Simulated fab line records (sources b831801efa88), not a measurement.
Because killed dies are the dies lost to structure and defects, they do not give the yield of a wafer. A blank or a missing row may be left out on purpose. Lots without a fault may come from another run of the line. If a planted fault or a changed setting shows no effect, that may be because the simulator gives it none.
A struck lot beside a sound one    flow sky130    43 out of 708 route steps
Sound: the wafers L548.2, L548.3, L548.5. Struck: wafer L554.5. (L554.2 of the same lot was not struck and is left out.) The cause comes at the end.
Each step with rows lists, per side, the tool, then ch with its chambers, then its first start. Under that, the readings that differ: sound wafers    struck wafers    difference of the means    sigmas: that difference in standard deviations of wafers without a fault.
alike: readings whose means differ by less than 2 such deviations, and words and numbers that are the same on both sides. not compared: withheld readings, readings that some wafer has no value for, bounds like >300 that may hide the same value, and numbers for which the record gives no deviation and whose values overlap.
The two part at a step that has a row with sigmas, a row that says differs or no value, or rows on one side only. When numbers do not overlap yet have no deviation, they are printed without sigmas and do not part them. A reading missing from all wafers of one side parts the sides only when that side holds two or more wafers.

first, 3 steps without rows for these wafers: SKY_SONOS_ONO_WET_ETCH_18 (etches Si3N4 in H3PO4, target depth 15 nm, time 172 s); SKY_GATE_OXIDE_CLEAN_00 (cleans in SC1/SC2, time 150 s); SKY_GATE_OXIDE_OXIDATION_01 (stabilise 600 s, purge 300 s, target thk 10.268 nm).
SKY_GATE_OXIDE_THK_MEAS_02:
  sound on film metro-02 at day 14 00:03; struck on film metro-01 at day 15 20:31
  alike: GATE_OXIDE_OXIDATION_00_THK
then, 7 steps without rows for these wafers: SKY_GATE_OXIDE_DEHYDRATE_03 (time 60 s); SKY_GATE_OXIDE_HMDS_04 (prime time 60 s); SKY_GATE_OXIDE_COAT_05 (resist thk 1140 nm); SKY_GATE_OXIDE_SOFTBAKE_06 (time 60 s); SKY_GATE_OXIDE_EXPOSE_07 (exposes mask LVOM, target cd 600 nm); SKY_GATE_OXIDE_PEB_08; SKY_GATE_OXIDE_DEVELOP_09 (develop time 60 s).
SKY_GATE_OXIDE_OVL_MEAS_10:
  sound on overlay-01 at day 15 00:55; struck on overlay-01 at day 16 23:48
reading              sound           struck  difference  sigmas
GATE_OXIDE_OVL (nm)  -2.9 -3.0 -2.4  1.3     +4.1        +2
SKY_GATE_OXIDE_IMPLANT_11:
  sound on implanter-04 ch 0, day 15 00:59; struck on implanter-04 ch 0, day 16 23:52
reading             sound              struck  difference  sigmas
faraday current uA  14.34 14.58 14.25  15.20   +0.81       +3
then, 1 step without rows for these wafers: SKY_GATE_OXIDE_WET_ETCH_12 (etches SiO2 in dHF, target depth 16.8 nm, time 336 s).
SKY_GATE_OXIDE_STRIP_13: strips in O2/N2.
  sound on plasma asher-04 ch 1, day 15 01:13; struck on plasma asher-02 ch 0, day 17 00:05
  alike: drypump motor current A, o2 flow sccm, oes product au, strip time to endpoint s
  not compared: rf hours counter h
SKY_GATE_OXIDE_TW_MEAS_14:
  sound on film metro-04 at day 15 01:19; struck on film metro-02 at day 17 00:12
reading        sound              struck  difference  sigmas
GATE_OXIDE_TW  230.0 228.7 229.8  224.6   -4.9        -4
then, 3 steps without rows for these wafers: SKY_GATE_OXIDE_CLEAN_15 (cleans in SC1/SC2, time 150 s); SKY_GATE_OXIDE_OXIDATION_16 (stabilise 600 s, purge 300 s, target thk 3.57 nm); SKY_POLY_GATE_CVD_00 (deposits poly-Si, target thk 180 nm, time 720 s).
SKY_POLY_GATE_THK_MEAS_01:
  sound on film metro-04 at day 15 06:02; struck on film metro-02 at day 17 03:39
  alike: POLY_GATE_CVD_00_THK
then, 8 steps without rows for these wafers: SKY_RES_PROTECT_DEHYDRATE_00 (time 60 s); SKY_RES_PROTECT_HMDS_01 (prime time 60 s); SKY_RES_PROTECT_COAT_02 (resist thk 1140 nm); SKY_RES_PROTECT_SOFTBAKE_03 (time 60 s); SKY_RES_PROTECT_EXPOSE_04 (exposes mask RPM, target cd 1270 nm); SKY_RES_PROTECT_PEB_05; SKY_RES_PROTECT_DEVELOP_06 (develop time 60 s); SKY_POLY_GATE_IMPLANT_02.
SKY_RES_PROTECT_STRIP_07: strips in O2/N2.
  sound on plasma asher-03 ch 0,1, day 16 08:52; struck on plasma asher-04 ch 0, day 18 09:29
  alike: drypump motor current A, o2 flow sccm, oes product au, strip time to endpoint s
  not compared: rf hours counter h
SKY_RES_PROTECT_TW_MEAS_08:
  sound on film metro-03 at day 16 08:59; struck on film metro-03 at day 18 09:35
  alike: POLY_GATE_TW
then, 2 steps without rows for these wafers: SKY_RES_PROTECT_CLEAN_09 (cleans in SC1/SC2, time 150 s); SKY_POLY_GATE_CVD_03 (deposits Si3N4 from DCS/NH3, target thk 75 nm, time 1290 s).
SKY_POLY_GATE_THK_MEAS_04:
  sound on film metro-02 at day 16 11:36; struck on film metro-04 at day 18 12:32
  alike: POLY_GATE_CVD_03_THK
then, 8 steps without rows for these wafers: SKY_POLY_GATE_DEHYDRATE_05 (time 60 s); SKY_POLY_GATE_HMDS_06 (prime time 60 s); SKY_POLY_GATE_COAT_07 (resist thk 110 nm); SKY_POLY_GATE_COAT_08 (resist thk 450 nm); SKY_POLY_GATE_SOFTBAKE_09 (time 90 s); SKY_POLY_GATE_EXPOSE_10 (exposes mask P1M, target cd 150 nm); SKY_POLY_GATE_PEB_11; SKY_POLY_GATE_DEVELOP_12 (develop time 60 s).
SKY_POLY_GATE_CD_MEAS_13: target cd 150 nm.
  sound on cd sem-01 at day 17 15:54; struck on cd sem-01 at day 19 19:22
  alike: cd nm
-- here the record skips 28 days between the struck wafers' starts before and after, leaving off in module POLY_GATE and picking up in module PAD_OPEN (first step shown: number 708 of the route) --
SKY_PAD_OPEN_PROBE_99:
  sound on prober-01 at day 46 20:01; struck on prober-01 at day 48 05:03
reading                                  sound                      struck   difference  sigmas
model.etest.nfet_01v8.drive ua um range  12.18 12.87 8.533          20.02    +8.83       
model.etest.pfet_01v8.drive ua um range  4.199 5.538 7.29           11.24    +5.56       
model.etest.pfet_01v8_lvt.vt v range     0.008413 0.01179 0.01785   0.1523   +0.1396     
model.etest.pfet_01v8.vt v range         0.01157 0.009341 0.008127  0.05104  +0.04136    
model.etest.nfet_01v8.vt v range         0.009855 0.01106 0.007287  0.0209   +0.0115     

== WHERE THEY PART ==
Earliest at SKY_GATE_OXIDE_OVL_MEAS_10; latest, in this record, at SKY_GATE_OXIDE_TW_MEAS_14. Later steps at which nothing parts them and some readings are alike: SKY_POLY_GATE_THK_MEAS_01, SKY_RES_PROTECT_STRIP_07, SKY_RES_PROTECT_TW_MEAS_08, SKY_POLY_GATE_THK_MEAS_04, SKY_POLY_GATE_CD_MEAS_13.

WHY: the cause the simulator had injected
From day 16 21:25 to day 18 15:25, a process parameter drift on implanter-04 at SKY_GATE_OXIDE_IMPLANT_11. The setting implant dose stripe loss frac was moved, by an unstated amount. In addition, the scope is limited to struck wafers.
